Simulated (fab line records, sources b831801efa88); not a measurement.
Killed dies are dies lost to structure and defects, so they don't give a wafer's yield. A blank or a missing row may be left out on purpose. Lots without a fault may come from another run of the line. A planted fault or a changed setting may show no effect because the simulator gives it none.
Chamber matching | flow gf180mcu | GF_V5_CMP_04 on cmp-02: 4 sister chambers
The step polishes SiO2. 30 wafers are shown with their chamber, then 12 later ones without.

WAFERS WITH THEIR CHAMBER
wafer  | chamber | motor_current_A (A)
L074.2 | 3       | 10.6
L074.4 | 0       | 12.2
L074.6 | 1       | 12.3
L076.3 | 3       | 10.7
L076.4 | 1       | 12.7
L076.5 | 0       | 12.0
L077.1 | 3       | 11.1
L077.3 | 2       | 13.3
L077.5 | 3       | 10.4
L081.2 | 1       | 12.8
L081.3 | 2       | 13.6
L081.5 | 2       | 14.2
L082.1 | 0       | 12.0
L082.2 | 2       | 13.6
L082.4 | 3       | 10.1
L084.2 | 1       | 11.6
L084.3 | 0       | 12.6
L084.4 | 2       | 13.8
L084.1 | 3       | 10.7
L084.5 | 3       | 10.3
L084.6 | 2       | 13.2
L085.1 | 3       | 10.5
L085.3 | 1       | 11.7
L085.6 | 2       | 14.1
L089.2 | 2       | 13.1
L089.3 | 0       | 11.8
L089.4 | 1       | 11.6
L093.1 | 3       | 10.6
L093.2 | 0       | 12.0
L093.5 | 2       | 14.1

SIGNATURES (means of the wafers above)
reading         | chamber 0 | chamber 1 | chamber 2 | chamber 3 | scatter within a chamber
motor_current_A | 12.100    | 12.117    | 13.667    | 10.556    | 0.389
Rule: a wafer's distance from a chamber is the root of the sum, over the readings, of the square of ((its reading less the chamber's mean) divided by the reading's scatter). The wafer belongs to the nearest chamber; if the next one is less than 2 further off, it can't be placed. The scatter: the root of (the sum of the squares of (reading less its chamber's mean) over the shown wafers, divided by (wafers less chambers)).

WAFERS WITHOUT THEIR CHAMBER
wafer  | motor_current_A (A)
L094.3 | 12.4
L094.4 | 10.9
L094.5 | 11.3
L095.1 | 12.7
L095.3 | 10.0
L095.4 | 12.8
L096.1 | 10.6
L096.5 | 10.6
L096.6 | 14.0
L097.1 | 12.8
L097.3 | 11.0
L097.4 | 14.1

WHICH CHAMBER EACH WENT THROUGH
wafer  | from the rows above          | in truth
L094.3 | can't be placed: 1 or 0      | 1
L094.4 | 3                            | 3
L094.5 | can't be placed: 3 or 0 or 1 | 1
L095.1 | can't be placed: 1 or 0 or 2 | 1
L095.3 | 3                            | 3
L095.4 | can't be placed: 1 or 0 or 2 | 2
L096.1 | 3                            | 3
L096.5 | 3                            | 3
L096.6 | 2                            | 2
L097.1 | can't be placed: 1 or 0 or 2 | 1
L097.3 | can't be placed: 3 or 0 or 1 | 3
L097.4 | 2                            | 2
Placed correctly: 6 of 12. Can't be placed from these rows: 6 (the true chamber is among the candidates in 6). Placed wrongly: 0.
